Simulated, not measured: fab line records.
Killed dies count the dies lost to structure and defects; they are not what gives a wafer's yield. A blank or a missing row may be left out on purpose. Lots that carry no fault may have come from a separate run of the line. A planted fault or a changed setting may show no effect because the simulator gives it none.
Problem report in the 8D (eight disciplines) form, filled by code ; flow sky130 ; the parts of the form that need people (team, actions taken, sign-off) are left out

== 1. PROBLEM STATEMENT ==
SD_P_TW at SKY_SD_P_TW_MEAS_11 reads a mean of 2704 on 6 wafers of 2 lots; wafers without a fault read 2819 with a standard deviation of 12. That puts it -9.6 standard deviations away from the usual mean.
The first sign was on wafer L686.2 at day 30 11:56, on film_metro-04. Wafers with a number at this step in the record: 33, from 11 lots. By rule, "out" or "out of limits" means more than 4 standard deviations away from the usual mean. All remaining wafers that have a number are taken as sound.

== 2. WHAT IT IS, AND WHAT IT ISN'T ==
question;is;is not
which readings at this step;SD_P_TW;-
which lots;L686, L689;L678, L680, L681, L683, L684, L685, L690, L694, L695
which wafers of those lots;all that have a number;-
read on which gauges;film_metro-03, film_metro-04;film_metro-01
when;from day 30 11:56;"up to then (18 sound wafers); but 9 sound wafers of L690, L694, L695 came after"

== 3. WHAT RULES OUT EACH SUSPECT ==
Counting: a tool stays on the suspect list if, at a process step up to the reading, it processed all lots that are out and no sound lot following the first of them.
- the gauge at SKY_SD_P_TW_MEAS_11 is ruled out. The wafers that are out were read on 2 gauges (film_metro-03, film_metro-04).
- implanter-02 at SKY_SD_P_IMPLANT_09: kept. Every lot that is out went through it, starting with L686 (day 30 11:43), and after that it ran no sound lot; the last sound lot it ran before then is L685 (day 29 21:41).
Left after counting: implanter-02 at SKY_SD_P_IMPLANT_09.

== 4. THE CAUSE (what the simulator had put in) ==
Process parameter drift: implanter-02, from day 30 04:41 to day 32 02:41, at SKY_SD_P_IMPLANT_09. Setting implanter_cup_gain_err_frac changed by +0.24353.
The count eliminated every tool but this one.

== 5. THE EFFECT CHAIN, in route order ==
Rows list readings where the struck wafers' mean (over those with a number) sits beyond 3 standard deviations from the usual. Only readings for which the record gives a usual standard deviation are gone through. hours: the time from each lot's start at the first step in this table that gives one to its start at this step, as a median over the lots. sigmas: the change in usual standard deviations.
hours;step;reading;usual;on struck wafers;change;sigmas
0;SKY_SD_P_STRIP_10;strip_time_to_endpoint_s;17.51 s;17.07;-0.44;-9.3
0;SKY_SD_P_TW_MEAS_11;SD_P_TW;2819;2704;-115;-9.6
55;SKY_SD_N_RS_MEAS_17;SD_P_RS;147.1 ohm/sq;150.9;+3.8;+11
Its process steps:
- SKY_SD_P_STRIP_10: strips in O2/N2.

== 6. WHAT WOULD HAVE CAUGHT IT SOONER ==
The first out-of-limits reading at a measuring or inspecting step in this record came at day 30 11:56, 7 hours after the fault's start at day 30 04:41.
Of the tool readings at SKY_SD_P_IMPLANT_09 for which the record gives a usual standard deviation, none was out on any struck wafer, so an alarm limit of 4 standard deviations on them would not have fired.
Lots out: 2; of these, L689 started SKY_SD_P_IMPLANT_09 on implanter-02 after day 30 11:56. Holding the tool at that time would have saved it.
